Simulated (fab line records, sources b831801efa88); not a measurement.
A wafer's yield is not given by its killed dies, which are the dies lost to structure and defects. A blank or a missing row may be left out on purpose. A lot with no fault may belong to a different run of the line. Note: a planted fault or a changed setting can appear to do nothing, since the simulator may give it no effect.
Matching of chambers | flow gf180mcu | pecvd-04 running GF_V4_CVD_02: 3 sister chambers
The step deposits SiO2 from TEOS, target thk 850 nm, time 94.851 s. 14 wafers are shown with their chamber, then 7 later ones without.

== WAFERS, EACH WITH ITS CHAMBER ==
wafer  | chamber | heater power w (W) | heater power outer w (W)
L074.1 | 1       | 474                | 251
L074.4 | 2       | 643                | 387
L074.5 | 0       | 618                | 305
L080.2 | 0       | 733                | 389
L080.4 | 2       | 681                | 422
L080.6 | 2       | 703                | 428
L085.1 | 1       | 499                | 259
L085.2 | 2       | 698                | 436
L085.5 | 2       | 629                | 377
L091.2 | 1       | 479                | 246
L091.5 | 1       | 401                | 181
L091.6 | 2       | 614                | 370
L093.1 | 1       | 471                | 236
L093.3 | 0       | 653                | 345

SIGNATURES (averages over the wafers above)
reading              | chamber 0 | chamber 1 | chamber 2 | scatter within a chamber
heater power w       | 668.00    | 464.80    | 661.33    | 42.2
heater power outer w | 346.33    | 234.60    | 403.33    | 32.3
Rule: for a wafer and a chamber, the distance is found by dividing, reading by reading, the gap between the wafer's reading and the chamber's mean by the reading's scatter, squaring, summing and taking the root. If the next closest chamber is less than 2 further off than the closest, the wafer can't be placed; otherwise it belongs to the closest. The scatter: the root of (the sum of the squares of (reading less its chamber's mean) over the shown wafers, divided by (wafers less chambers)).

== WAFERS MISSING THEIR CHAMBER ==
wafer  | heater power w (W) | heater power outer w (W)
L093.4 | 506                | 256
L094.1 | 712                | 381
L094.4 | 759                | 411
L094.5 | 632                | 396
L097.2 | 672                | 416
L097.3 | 486                | 252
L097.4 | 776                | 439

== EACH ONE'S CHAMBER ==
wafer  | from the rows above     | in truth
L093.4 | 1                       | 1
L094.1 | can't be placed: 2 or 0 | 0
L094.4 | can't be placed: 2 or 0 | 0
L094.5 | can't be placed: 2 or 0 | 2
L097.2 | can't be placed: 2 or 0 | 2
L097.3 | 1                       | 1
L097.4 | can't be placed: 2 or 0 | 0
2 of 7 placed correctly. From these rows, 5 cannot be placed; in 5 the true chamber is one of the candidates. Wrongly placed: 0.
